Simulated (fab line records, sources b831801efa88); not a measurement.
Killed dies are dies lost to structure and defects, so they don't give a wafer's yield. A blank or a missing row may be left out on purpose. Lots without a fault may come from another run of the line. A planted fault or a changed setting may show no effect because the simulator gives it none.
fab line records | flow sky130
record lots=6 wafers=18 last_day=49
route steps=708 shown SONOS_ONO@180 GATE_OXIDE@187 PAD_OPEN@708
lots that met no fault: from a run of the same line without faults
start_h: hours from the record's first day to the start of the lot's first wafer shown | wait_h: hours since the lot's step before | " the same as in the row above | L1.1+2: a row that stands for several wafers | - no value, or no start given | * or withheld: withheld | < > ~ a bound
route shown NAME@n: a module of which the file shows steps, and the number in the route of the first | usual: mean/standard deviation of fault-free wafers | same: alike in all rows | chamber/n: place in a boat | sites: the reading at each site | _std_site: their standard deviation | _edge_site: outer sites' mean less inner sites' | radius_mm: how far each site lies from the wafer's centre | mask NAME#n: copy n | behind: the tool/chamber that last shaped the wafer | hold: why the lot was held/for how many hours/how that ended | device: the transistor (n, p or np) that didn't switch | end of line: the same wafers' tests at the end of the route | a step without rows: its recipe alone | killed: dies lost to structure and defects at the first sort, not the wafer's yield | map: a wafer's dies, x killed, . not, _ none there
set.NAME: the setting as run; set.NAME@STEP: as run at that earlier step | model.NAME: the simulator's own value behind a step, which no gauge read
lots at some steps of the route; a table a step, a row a wafer
services: from which hour (start_h, from the record's first day; less than 0 if before it) a tool's chamber was out of use, for how many hours, and why
## steps
# step SKY_SONOS_ONO_DEVELOP_12
# recipe develop_time_s=60 dev_temp_c=23
# step SKY_SONOS_ONO_CD_MEAS_13
# recipe target_cd_nm=410
# usual cd_nm=409.4/2.9
# columns lot.wafer tool chamber start_h wait_h cd_nm
L290.1 cd_sem-01 - 287.33 0.1 409.4
L290.3 " - " " 409.1
L290.6 " - " " 408.3
L291.2 cd_sem-01 - 290.05 0.1 410.0
L291.3 " - " " 409.9
L291.4 " - " " 407.9
L297.1 cd_sem-01 - 349.98 0.1 406.4
L297.3 " - " " 408.7
L297.5 " - " " 406.5
L298.1 cd_sem-01 - 355.49 0.1 407.6
L298.3 " - " " 405.3
L298.5 " - " " 403.6
L306.1 cd_sem-01 - 421.39 0.1 406.4
L306.5 " - " " 406.1
L306.6 " - " " 407.8
L309.1 cd_sem-01 - 452.89 0.1 412.3
L309.3 " - " " 412.8
L309.5 " - " " 411.2
# step SKY_SONOS_ONO_OVL_MEAS_14
# usual SONOS_ONO_OVL=0.2/1.3
# columns lot.wafer tool chamber start_h wait_h SONOS_ONO_OVL[nm]
L290.1 overlay-01 - 287.45 0.1 1.9
L290.3 " - " " -0.5
L290.6 " - " " -0.5
L291.2 overlay-02 - 290.15 0.1 1.3
L291.3 " - " " 3.6
L291.4 " - " " 2.5
L297.1 overlay-01 - 350.10 0.1 0.0
L297.3 " - " " 0.2
L297.5 " - " " 0.4
L298.1 overlay-02 - 355.61 0.1 0.5
L298.3 " - " " -2.3
L298.5 " - " " -0.6
L306.1 overlay-02 - 421.51 0.1 2.6
L306.5 " - " " 1.0
L306.6 " - " " -0.3
L309.1 overlay-01 - 453.01 0.1 1.1
L309.3 " - " " 2.4
L309.5 " - " " 1.8
# step SKY_SONOS_ONO_ETCH_15
# recipe target_depth_nm=19.52 chemistry=CHF3/O2 source_w=600 bias_w=200 pressure_mtorr=40 chf3_flow_sccm=50 O2_flow_sccm=5 time_s=7.8
# usual drypump_motor_current_A=5.5/0.41 oes_product_au=0.996/0.0094 rf_fwd_power_W=588.6/2.8 throttle_valve_pct=8.824/0.0088
# columns lot.wafer tool chamber start_h wait_h drypump_motor_current_A oes_product_au rf_fwd_power_W rf_hours_counter_h throttle_valve_pct
L290.1 rie_diel-01 2 287.48 0.0 5.2 0.996 584.9 11 8.827
L290.3 " 0 " " 5.2 1.002 583.3 11 8.815
L290.6 " 2 " " 5.2 1.007 585.3 - 8.821
L291.2 rie_diel-02 1 290.18 0.0 6.0 0.989 590.2 73 8.828
L291.3 " 0 " " 5.2 0.996 587.9 66 8.826
L291.4 " 2 " " 5.5 0.984 586.6 6 8.831
L297.1 rie_diel-01 3 350.13 0.0 5.2 1.007 592.2 84 8.840
L297.3 " 0 " " 5.2 0.983 584.4 13 8.824
L297.5 " 3 " " 5.2 1.005 592.8 - 8.821
L298.1 rie_diel-02 1 355.65 0.0 6.0 1.004 586.4 73 8.824
L298.3 " 3 " " 5.8 1.007 592.3 102 8.829
L298.5 " 1 " " 6.0 1.003 583.7 - 8.812
L306.1 rie_diel-02 0 421.55 0.0 5.2 1.000 587.2 68 8.823
L306.5 " 1 " " 6.0 0.998 588.6 - 8.814
L306.6 " 2 " " 5.5 0.980 585.7 - 8.805
L309.1 rie_diel-04 2 453.05 0.0 5.3 0.995 591.1 3 8.834
L309.3 " 0 " " 5.7 0.981 586.7 43 8.822
L309.5 " 2 " " 5.3 0.991 590.5 - 8.832
# step SKY_SONOS_ONO_WET_ETCH_16
# recipe chemistry=dHF target_depth_nm=14 dry=n2_spin target=SiO2 dilution=100:1 temp_c=25 time_s=280
# step SKY_SONOS_ONO_STRIP_17
# recipe chemistry=O2/N2 power_w=1400 pressure_mtorr=1500 platen_temp_c=withheld o2_flow_sccm=3000 n2_flow_sccm=300 overash_fraction=0.5
# usual drypump_motor_current_A=5.7/0.39 n2_flow_sccm=299.8/0.91 oes_product_au=0.710/0.0047 strip_time_to_endpoint_s=14.09/0.044
# same overash_fraction=0.5
# columns lot.wafer tool chamber start_h wait_h drypump_motor_current_A n2_flow_sccm oes_product_au rf_hours_counter_h strip_time_to_endpoint_s
L290.1 plasma_asher-01 1 287.59 0.0 5.2 300.7 0.709 45 14.06
L290.3 " 1 " " 5.2 300.5 0.706 - 14.07
L290.6 " 0 " " 5.8 299.5 0.709 - 14.03
L291.2 plasma_asher-02 0 290.29 0.0 5.5 299.6 0.708 17 14.08
L291.3 " 1 " " 6.2 299.9 0.713 - 14.08
L291.4 " 0 " " 5.5 299.4 0.710 - 14.11
L297.1 plasma_asher-04 0 350.24 0.0 6.3 298.7 0.706 66 14.03
L297.3 " 1 " " 5.9 300.9 0.712 - 13.95
L297.5 " 1 " " 5.9 300.7 0.708 - 13.99
L298.1 plasma_asher-01 1 355.75 0.0 5.1 299.5 0.710 52 14.04
L298.3 " 1 " " 5.1 300.1 0.711 - 14.05
L298.5 " 1 " " 5.1 299.6 0.704 - 14.05
L306.1 plasma_asher-02 0 421.66 0.0 5.5 298.1 0.707 29 14.09
L306.5 " 1 " " 6.1 300.5 0.718 - 14.08
L306.6 " 0 " " 5.5 301.1 0.713 - 14.08
L309.1 plasma_asher-01 0 453.15 0.0 5.8 298.6 0.711 61 14.09
L309.3 " 0 " " 5.8 298.8 0.711 - 14.07
L309.5 " 1 " " 5.1 300.9 0.709 - 14.11
# step SKY_SONOS_ONO_WET_ETCH_18
# recipe chemistry=H3PO4 target_depth_nm=15 target=Si3N4 temp_c=160 time_s=172
# step SKY_GATE_OXIDE_CLEAN_00
# recipe chemistry=SC1/SC2 mix=1:4:20 temp_c=70 time_s=150 dry=n2_spin
# step SKY_GATE_OXIDE_OXIDATION_01
# recipe temp_c=900 ambient=O2 stabilise_s=600 purge_s=300 target_thk_a=102.68 ox_time_s=1473
# step SKY_GATE_OXIDE_THK_MEAS_02
# recipe reads=SiO2_of_GATE_OXIDE_OXIDATION_01
# usual GATE_OXIDE_OXIDATION_00_THK=10.27/0.17
# columns lot.wafer tool chamber start_h wait_h GATE_OXIDE_OXIDATION_00_THK[nm]
L290.1 film_metro-01 - 289.20 0.0 10.17
L290.3 " - " " 10.21
L290.6 " - " " 10.19
L291.2 film_metro-04 - 293.24 0.0 10.12
L291.3 " - " " 10.18
L291.4 " - " " 10.05
L297.1 film_metro-01 - 354.05 0.0 10.12
L297.3 " - " " 10.16
L297.5 " - " " 10.25
L298.1 film_metro-04 - 358.37 0.0 10.38
L298.3 " - " " 10.26
L298.5 " - " " 10.27
L306.1 film_metro-01 - 425.14 0.0 10.23
L306.5 " - " " 10.32
L306.6 " - " " 10.43
L309.1 film_metro-02 - 454.77 0.0 10.06
L309.3 " - " " 10.36
L309.5 " - " " 10.29
# step SKY_GATE_OXIDE_DEHYDRATE_03
# recipe temp_c=200 time_s=60
# step SKY_GATE_OXIDE_HMDS_04
# recipe prime_time_s=60 prime_temp_c=120
# step SKY_GATE_OXIDE_COAT_05
# recipe resist=NOVOLAK spin_rpm=3000 resist_thk_nm=1140
# usual chill_plate_temp_C=23.00/0.11 dispense_pressure_kPa=51.6/2.3 spin_speed_rpm=3000.2/2
# columns lot.wafer tool chamber start_h wait_h chill_plate_temp_C dispense_pressure_kPa spin_speed_rpm
L290.1 litho_track-03 0 301.74 0.1 22.95 52.1 2998.1
L290.3 " 0 " " 22.80 52.1 2996.6
L290.6 " 0 " " 22.88 52.0 2999.4
L291.2 litho_track-04 0 305.84 0.1 23.02 55.4 3001.0
L291.3 " 0 " " 22.94 55.5 2999.6
L291.4 " 0 " " 22.92 55.5 3000.4
L297.1 litho_track-04 - 367.36 0.1 - - -
L297.3 " - " " - - -
L297.5 " - " " - - -
L298.1 litho_track-03 - 371.94 0.1 - - -
L298.3 " - " " - - -
L298.5 " - " " - - -
L306.1 litho_track-02 0 439.24 0.1 22.93 49.6 2999.3
L306.5 " 0 " " 22.89 49.5 3000.6
L306.6 " 0 " " 22.94 49.6 2999.1
L309.1 litho_track-03 0 469.54 0.1 23.20 52.1 3005.3
L309.3 " 0 " " 23.11 52.1 3001.4
L309.5 " 0 " " 23.10 52.1 3003.6
# step SKY_GATE_OXIDE_SOFTBAKE_06
# recipe temp_c=90 time_s=60 resist=NOVOLAK
# step SKY_GATE_OXIDE_EXPOSE_07
# recipe mask_id=LVOM na=0.6 source_shape=conventional sigma_outer=0.6 polarization=unpolarized target_cd_nm=600 dose_mj=170
# step SKY_GATE_OXIDE_PEB_08
# recipe temp_c=withheld time_s=* resist=NOVOLAK
# step SKY_GATE_OXIDE_DEVELOP_09
# recipe resist=NOVOLAK developer=TMAH develop_time_s=60 dev_temp_c=23
# step SKY_GATE_OXIDE_OVL_MEAS_10
# usual GATE_OXIDE_OVL=-0.7/1.6
# columns lot.wafer tool chamber start_h wait_h GATE_OXIDE_OVL[nm]
L290.1 overlay-01 - 315.61 0.1 1.5
L290.3 " - " " -0.1
L290.6 " - " " -1.1
L291.2 overlay-02 - 319.02 0.1 -0.9
L291.3 " - " " -0.5
L291.4 " - " " -1.2
L297.1 overlay-02 - 382.39 0.1 -
L297.3 " - " " -
L297.5 " - " " -
L298.1 overlay-02 - 386.81 0.1 -
L298.3 " - " " -
L298.5 " - " " -
L306.1 overlay-01 - 455.59 0.1 0.0
L306.5 " - " " 0.8
L306.6 " - " " -1.4
L309.1 overlay-01 - 485.26 0.1 -1.6
L309.3 " - " " -0.7
L309.5 " - " " -1.9
# step SKY_GATE_OXIDE_IMPLANT_11
# recipe species=B energy_kev=10 dose_cm2=2.6e+12 tilt_deg=withheld
# step SKY_PAD_OPEN_PROBE_99
# usual killed_at_M0_to_M3=43/6.7 killed_at_M4_up=3.0/1.9 killed_at_contacts=25/5.4 killed_at_front_end=16/4.5 killed_at_other=0.4/0.62 killed_dies=87/9.6 killed_on_rim=17/3.6 killed_open=47/7 killed_short=39/6.1
# same gross_dies=492 killed_at_back_side=0
# columns lot.wafer tool chamber start_h wait_h killed_at_M0_to_M3 killed_at_M4_up killed_at_contacts killed_at_front_end killed_at_other killed_dies killed_on_rim killed_open killed_short
L290.1 prober-02 - 1075.54 0.1 42 1 20 12 0 75 16 40 34
L290.3 prober-02 - 1075.64 0.2 49 5 23 12 0 89 21 48 41
L290.6 prober-02 - 1075.79 0.2 39 3 12 14 0 68 14 38 30
L297.1 prober-01 - 1127.79 0.1 41 4 30 417 0 492 96 51 45
L297.3 prober-01 - 1127.89 0.2 49 5 26 411 1 492 96 53 39
L297.5 prober-01 - 1127.99 0.2 39 1 28 424 0 492 96 52 40
L298.1 prober-02 - 1131.41 0.1 42 1 22 426 1 492 96 39 33
L298.3 prober-02 - 1131.51 0.2 39 3 20 428 2 492 96 47 30
L298.5 prober-02 - 1131.61 0.2 30 7 24 430 1 492 96 38 33
L306.1 prober-02 - 1171.38 0.1 46 2 29 12 0 89 22 46 43
L306.5 prober-02 - 1171.58 0.2 47 3 36 20 0 106 18 57 48
L306.6 prober-02 - 1171.63 0.2 66 1 22 19 0 108 20 56 52
L309.1 prober-02 - 1187.34 0.1 39 0 25 14 1 79 14 42 36
L309.3 prober-02 - 1187.44 0.2 48 4 26 13 0 91 20 54 37
L309.5 prober-02 - 1187.54 0.2 35 1 29 13 1 79 12 46 32
# killed by level:class
L290.1 LI_CONTACT:geometric_particle:open=8 VIA1:geometric_particle:open=8 VIA2:geometric_particle:open=6 VIA1:geometric_particle:short=5 VIA3:geometric_particle:open=5 POLY_GATE:geometric_particle:open=4 CONTACT:geometric_particle:short=4 CONTACT:geometric_particle:open=4
L290.3 VIA1:geometric_particle:open=14 VIA1:geometric_particle:short=8 POLY_GATE:geometric_particle:open=6 LI_CONTACT:geometric_particle:open=6 CONTACT:geometric_particle:short=6 VIA2:geometric_particle:open=6 VIA3:geometric_particle:open=5 METAL2:geometric_particle:short=5
L290.6 VIA1:geometric_particle:open=10 VIA3:geometric_particle:open=8 VIA1:geometric_particle:short=7 POLY_GATE:geometric_particle:open=5 CONTACT:geometric_particle:short=4 CONTACT:geometric_particle:open=4 VIA3:geometric_particle:short=4 FIELD_ISO:geometric_particle:open=3
L297.1 GATE_OXIDE:area_expose=396 VIA1:geometric_particle:open=10 LI_CONTACT:geometric_particle:open=9 CONTACT:geometric_particle:open=9 VIA1:geometric_particle:short=8 VIA2:geometric_particle:open=7 FIELD_ISO:geometric_particle:short=5 LOCAL_INTERCONNECT:geometric_particle:short=5
L297.3 GATE_OXIDE:area_expose=400 VIA1:geometric_particle:open=12 LI_CONTACT:geometric_particle:open=9 LOCAL_INTERCONNECT:geometric_particle:short=8 VIA1:geometric_particle:short=6 VIA2:geometric_particle:open=6 VIA3:geometric_particle:open=6 FIELD_ISO:geometric_particle:open=4
L297.5 GATE_OXIDE:area_expose=400 CONTACT:geometric_particle:open=15 VIA1:geometric_particle:open=14 FIELD_ISO:geometric_particle:short=6 VIA3:geometric_particle:open=6 POLY_GATE:geometric_particle:short=5 LOCAL_INTERCONNECT:geometric_particle:short=5 METAL2:geometric_particle:short=5
L298.1 GATE_OXIDE:area_expose=418 CONTACT:geometric_particle:open=8 VIA1:geometric_particle:short=7 VIA1:geometric_particle:open=7 VIA3:geometric_particle:open=7 LI_CONTACT:geometric_particle:open=6 LOCAL_INTERCONNECT:geometric_particle:short=5 VIA2:geometric_particle:open=5
L298.3 GATE_OXIDE:area_expose=412 VIA1:geometric_particle:open=12 CONTACT:geometric_particle:open=8 VIA3:geometric_particle:open=8 VIA2:geometric_particle:open=6 FIELD_ISO:geometric_particle:open=4 LOCAL_INTERCONNECT:geometric_particle:short=4 VIA1:geometric_particle:short=4
L298.5 GATE_OXIDE:area_expose=419 CONTACT:geometric_particle:short=9 VIA1:geometric_particle:open=8 CONTACT:geometric_particle:open=7 FIELD_ISO:geometric_particle:open=4 VIA1:geometric_particle:short=4 VIA2:geometric_particle:open=4 LI_CONTACT:geometric_particle:open=3
L306.1 CONTACT:geometric_particle:open=8 VIA3:geometric_particle:open=8 LI_CONTACT:geometric_particle:open=7 LOCAL_INTERCONNECT:geometric_particle:short=7 VIA2:geometric_particle:short=6 METAL1:geometric_particle:short=6 VIA1:geometric_particle:open=6 VIA2:geometric_particle:open=5
L306.5 CONTACT:geometric_particle:open=15 LOCAL_INTERCONNECT:geometric_particle:short=8 CONTACT:geometric_particle:short=8 METAL2:geometric_particle:short=8 VIA2:geometric_particle:open=8 VIA1:geometric_particle:open=7 FIELD_ISO:geometric_particle:short=6 FIELD_ISO:geometric_particle:open=6
L306.6 VIA3:geometric_particle:open=13 VIA1:geometric_particle:open=10 CONTACT:geometric_particle:open=9 METAL1:geometric_particle:short=9 VIA3:geometric_particle:short=8 METAL2:geometric_particle:short=7 FIELD_ISO:geometric_particle:short=6 LI_CONTACT:geometric_particle:open=5
L309.1 CONTACT:geometric_particle:open=10 POLY_GATE:geometric_particle:open=8 METAL2:geometric_particle:short=8 VIA2:geometric_particle:open=7 CONTACT:geometric_particle:short=5 VIA1:geometric_particle:open=5 VIA3:geometric_particle:short=5 VIA3:geometric_particle:open=5
L309.3 VIA1:geometric_particle:open=13 CONTACT:geometric_particle:open=12 VIA2:geometric_particle:open=7 VIA2:geometric_particle:short=7 LI_CONTACT:geometric_particle:open=6 VIA1:geometric_particle:short=6 POLY_GATE:geometric_particle:open=5 LI_CONTACT:geometric_particle:short=4
L309.5 CONTACT:geometric_particle:open=11 LI_CONTACT:geometric_particle:open=8 VIA1:geometric_particle:open=8 VIA3:geometric_particle:open=5 CONTACT:geometric_particle:short=5 METAL1:geometric_particle:short=5 VIA1:geometric_particle:short=4 METAL2:geometric_particle:short=4
# map L297.1 (x killed, . not)
__________xxxxxxxxxx_________
________xxxxxxxxxxxxxx_______
______xxxxxxxxxxxxxxxxxx_____
_____xxxxxxxxxxxxxxxxxxxx____
____xxxxxxxxxxxxxxxxxxxxxx___
___xxxxxxxxxxxxxxxxxxxxxxxx__
__xxxxxxxxxxxxxxxxxxxxxxxxxx_
_xxxxxxxxxxxxxxxxxxxxxxxxxxxx
_xxxxxxxxxxxxxxxxxxxxxxxxxxxx
_xxxxxxxxxxxxxxxxxxxxxxxxxxxx
_xxxxxxxxxxxxxxxxxxxxxxxxxxxx
_xxxxxxxxxxxxxxxxxxxxxxxxxxxx
_xxxxxxxxxxxxxxxxxxxxxxxxxxxx
_xxxxxxxxxxxxxxxxxxxxxxxxxxxx
_xxxxxxxxxxxxxxxxxxxxxxxxxxxx
__xxxxxxxxxxxxxxxxxxxxxxxxxx_
___xxxxxxxxxxxxxxxxxxxxxxxx__
____xxxxxxxxxxxxxxxxxxxxxx___
_____xxxxxxxxxxxxxxxxxxxx____
______xxxxxxxxxxxxxxxxxx_____
________xxxxxxxxxxxxxx_______
__________xxxxxxxxxx_________
# map L298.1 (x killed, . not)
__________xxxxxxxxxx_________
________xxxxxxxxxxxxxx_______
______xxxxxxxxxxxxxxxxxx_____
_____xxxxxxxxxxxxxxxxxxxx____
____xxxxxxxxxxxxxxxxxxxxxx___
___xxxxxxxxxxxxxxxxxxxxxxxx__
__xxxxxxxxxxxxxxxxxxxxxxxxxx_
_xxxxxxxxxxxxxxxxxxxxxxxxxxxx
_xxxxxxxxxxxxxxxxxxxxxxxxxxxx
_xxxxxxxxxxxxxxxxxxxxxxxxxxxx
_xxxxxxxxxxxxxxxxxxxxxxxxxxxx
_xxxxxxxxxxxxxxxxxxxxxxxxxxxx
_xxxxxxxxxxxxxxxxxxxxxxxxxxxx
_xxxxxxxxxxxxxxxxxxxxxxxxxxxx
_xxxxxxxxxxxxxxxxxxxxxxxxxxxx
__xxxxxxxxxxxxxxxxxxxxxxxxxx_
___xxxxxxxxxxxxxxxxxxxxxxxx__
____xxxxxxxxxxxxxxxxxxxxxx___
_____xxxxxxxxxxxxxxxxxxxx____
______xxxxxxxxxxxxxxxxxx_____
________xxxxxxxxxxxxxx_______
__________xxxxxxxxxx_________
## services
# columns tool chamber start_h hours kind
plasma_asher-01 - 267.82 7.5 repair
plasma_asher-04 - 282.53 11.8 repair
rie_diel-04 2 285.98 - clean
rie_diel-04 2 285.98 29.0 scheduled_down
rie_diel-04 2 285.98 29.0 vent_cycle
plasma_asher-02 - 299.74 11.8 repair
rie_diel-01 2 322.83 5.8 repair
rie_diel-01 3 323.58 5.3 repair
rie_diel-04 0 328.17 7.8 repair
rie_diel-01 - 333.34 0.2 repair
plasma_asher-01 - 357.34 2.8 pm
plasma_asher-01 - 365.21 2.3 repair
plasma_asher-02 - 368.18 2.1 repair
rie_diel-04 2 370.57 6.7 repair
rie_diel-04 - 375.97 0.9 repair
rie_diel-02 2 383.00 23.1 repair
rie_diel-02 3 420.66 - clean
rie_diel-02 3 420.66 18.0 scheduled_down
rie_diel-02 3 420.66 18.0 vent_cycle
## key
first_sign step=SKY_GATE_OXIDE_COAT_05 reading=tool_record direction=missing
effect step=SKY_GATE_OXIDE_OVL_MEAS_10 reading=GATE_OXIDE_OVL direction=missing
effect step=SKY_PAD_OPEN_PROBE_99 reading=killed_at_front_end direction=up sigmas=89 usual=16 struck=423
more_kills_born_at SKY_GATE_OXIDE_EXPOSE_07@iline_stepper-01=2445
met_at SKY_GATE_OXIDE_COAT_05
struck_wafers L297.1,L297.3,L297.5,L298.1,L298.3,L298.5
later_rows_left_out L297.1,L297.3,L297.5,L298.1,L298.3,L298.5
tester_left_out L297,L298
onset_between 305.84 367.36
fault kind=skipped_step_whole tool=litho_track-03,litho_track-04 chamber=- onset_h=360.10 steps=SKY_GATE_OXIDE_COAT_05 scope=struck_lots_only
# tester_left_out: of these lots the tester's yield and bins aren't shown, on N5 and GAA mostly nor the transistor test; their killed dies are dies lost to structure and defects alone, not to doping, threshold or leakage, so they don't give the yield
# later_rows_left_out: the simulator's readings of these wafers behind a module that went badly wrong aren't trusted and aren't shown, but for the sort
